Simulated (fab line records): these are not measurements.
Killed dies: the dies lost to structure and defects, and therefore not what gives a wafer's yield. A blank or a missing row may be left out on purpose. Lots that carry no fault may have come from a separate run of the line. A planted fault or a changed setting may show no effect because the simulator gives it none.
Which of the tools did it? -- flow sky130 -- Sampling: 15 lots, 42 wafers, 3 of 708 route steps

WHAT THE GAUGES SHOWED, per wafer
SKY_METAL4_OVL_MEAS_14. Usual: for METAL4_OVL the level is 1 nm and the standard deviation is 5.6.
lot,measured,on,METAL4_OVL (nm),flag
L524,day 41 07:08,overlay-01,5 0 6,
L525,day 41 23:48,overlay-02,-1 -14 4,
L526,day 42 15:20,overlay-02,0 2 6,
L527,day 42 19:09,overlay-02,-3 5 -3,
L528,day 42 20:59,overlay-02,8 -1 11,
L534,day 44 17:54,overlay-02,3 8,
L535,day 44 23:55,overlay-01,6 10,
L537,day 45 10:25,overlay-02,11 14,
L539,day 46 00:31,overlay-01,3 -4 0,
L541,day 46 12:28,overlay-02,4 3 -1,
L543,day 47 12:59,overlay-02,-5 -8 -4,
L544,day 47 13:52,overlay-01,2 4 -5,
L545,day 47 16:51,overlay-02,-3 3 0,
L546,day 47 22:44,overlay-02,-1 -4 5,
L547,day 47 23:13,overlay-02,8 0 -10,

WHAT TOOL EACH LOT RAN ON (gives the tool, then ch and the chambers of the sampled wafers, and finally the start)
lot,SKY_LI_CONTACT_STRIP_16,SKY_VIA3_ETCH_14
L524,"plasma asher-03 ch 0,1, day 28 17:25","rie diel-04 ch 1,2, day 39 06:07"
L525,"plasma asher-02 ch 0,1, day 29 12:22","rie diel-03 ch 0,2,3, day 39 21:05"
L526,"plasma asher-01 ch 0,1, day 30 04:12","rie diel-03 ch 0,1, day 40 13:11"
L527,"plasma asher-03 ch 0,1, day 30 09:46","rie diel-02 ch 0,3, day 40 18:14"
L528,"plasma asher-01 ch 0,1, day 30 12:32","rie diel-04 ch 0,3, day 40 19:23"
L534,"plasma asher-01 ch 0,1, day 32 17:08","rie diel-02 ch 1,2, day 42 18:48"
L535,"plasma asher-01 ch 0, day 33 00:55","rie diel-02 ch 1,3, day 43 01:08"
L537,"plasma asher-01 ch 0,1, day 33 14:49","rie diel-02 ch 2,3, day 43 12:37"
L539,"plasma asher-02 ch 0,1, day 34 07:56","rie diel-03 ch 0,2,3, day 44 04:22"
L541,"plasma asher-03 ch 0,1, day 35 00:55","rie diel-03 ch 0,2,3, day 44 16:38"
L543,"plasma asher-01 ch 0,1, day 36 04:49","rie diel-03 ch 1,2,3, day 45 16:56"
L544,"plasma asher-02 ch 0,1, day 36 05:11","rie diel-04 ch 0,1,3, day 45 18:32"
L545,"plasma asher-02 ch 0,1, day 36 08:41","rie diel-04 ch 2,3, day 45 20:49"
L546,"plasma asher-01 ch 0,1, day 36 14:53","rie diel-02 ch 0,3, day 46 02:02"
L547,"plasma asher-01 ch 1, day 36 22:40","rie diel-04 ch 1,3, day 46 04:38"
- SKY_LI_CONTACT_STRIP_16: strips in O2/N2.
- SKY_VIA3_ETCH_14: etches BARC in N2/H2, stops on SiO2, time 45.9 s, target depth 60 nm.

WHAT THE TOOLS THEMSELVES READ (means of the sampled wafers that have a number; where no wafer has one, the mark that the record gives instead)
SKY_LI_CONTACT_STRIP_16. Usual: drypump motor current A 6.0 A, standard deviation 0.5; oes product au 0.376 a.u., standard deviation 0.0048; strip time to endpoint s 3.50 s, standard deviation 0.031.
lot,tool,drypump motor current A (A),oes product au (a.u.),strip time to endpoint s (s),flag
L524,plasma asher-03,5.7,0.382,3.51,
L525,plasma asher-02,5.6,0.379,3.49,
L526,plasma asher-01,6.6,0.374,3.48,
L527,plasma asher-03,5.7,0.377,3.49,
L528,plasma asher-01,6.5,0.378,3.52,
L534,plasma asher-01,6.5,0.377,3.45,
L535,plasma asher-01,6.5,0.377,3.46,
L537,plasma asher-01,6.5,0.381,3.53,
L539,plasma asher-02,5.4,0.376,3.49,
L541,plasma asher-03,5.7,0.379,3.45,
L543,plasma asher-01,6.5,0.380,3.52,
L544,plasma asher-02,5.6,0.380,3.54,
L545,plasma asher-02,5.6,0.378,3.51,
L546,plasma asher-01,6.5,0.376,3.53,
L547,plasma asher-01,6.6,0.382,3.54,

SKY_VIA3_ETCH_14. Usual: drypump motor current A 5.8 A, standard deviation 0.51; oes product au 0.854 a.u., standard deviation 0.005; run length s 74.1 s, standard deviation 0.42; throttle valve pct 13.226 %, standard deviation 0.0096.
lot,tool,drypump motor current A (A),oes product au (a.u.),run length s (s),throttle valve pct (%),flag
L524,rie diel-04,5.4,0.853,74.0,13.222,
L525,rie diel-03,5.8,0.858,74.4,13.229,
L526,rie diel-03,5.7,0.853,74.2,13.223,
L527,rie diel-02,6.2,0.850,74.0,13.232,
L528,rie diel-04,6.1,0.854,73.9,13.219,
L534,rie diel-02,5.8,0.887,72.2,13.227,OFF
L535,rie diel-02,6.3,0.887,72.1,13.225,OFF
L537,rie diel-02,6.2,0.892,71.9,13.230,OFF
L539,rie diel-03,5.8,0.845,74.3,13.225,
L541,rie diel-03,5.7,0.858,74.2,13.221,
L543,rie diel-03,5.3,0.854,74.0,13.231,
L544,rie diel-04,5.8,0.852,74.2,13.227,
L545,rie diel-04,5.3,0.852,74.5,13.219,
L546,rie diel-02,6.3,0.854,73.8,13.237,
L547,rie diel-04,5.6,0.852,74.1,13.230,

THE ANSWER, worked out from the rows above alone
Rule: a lot counts as off when the mean over its wafers that have a number is more than 3 standard deviations away from the usual mean. A lot without any number at a reading at which 4 lots or more have one is off too. Where the step has rows for the other lots, those lots are counted as sound. First the gauges in route order, then the tools' own readings, where a lot's mean is used as printed above. The first step at which some lot is off is used, and at that step the reading that is off furthest; a lot without a number counts as furthest.
Off: L534, L535, L537, at SKY_VIA3_ETCH_14 (oes product au).
A tool fits if, at that step or a process step before it, it ran every lot that is off, and no sound lot after the first of them. Of those tried, none fits.

WHAT THE SIMULATOR PUT IN
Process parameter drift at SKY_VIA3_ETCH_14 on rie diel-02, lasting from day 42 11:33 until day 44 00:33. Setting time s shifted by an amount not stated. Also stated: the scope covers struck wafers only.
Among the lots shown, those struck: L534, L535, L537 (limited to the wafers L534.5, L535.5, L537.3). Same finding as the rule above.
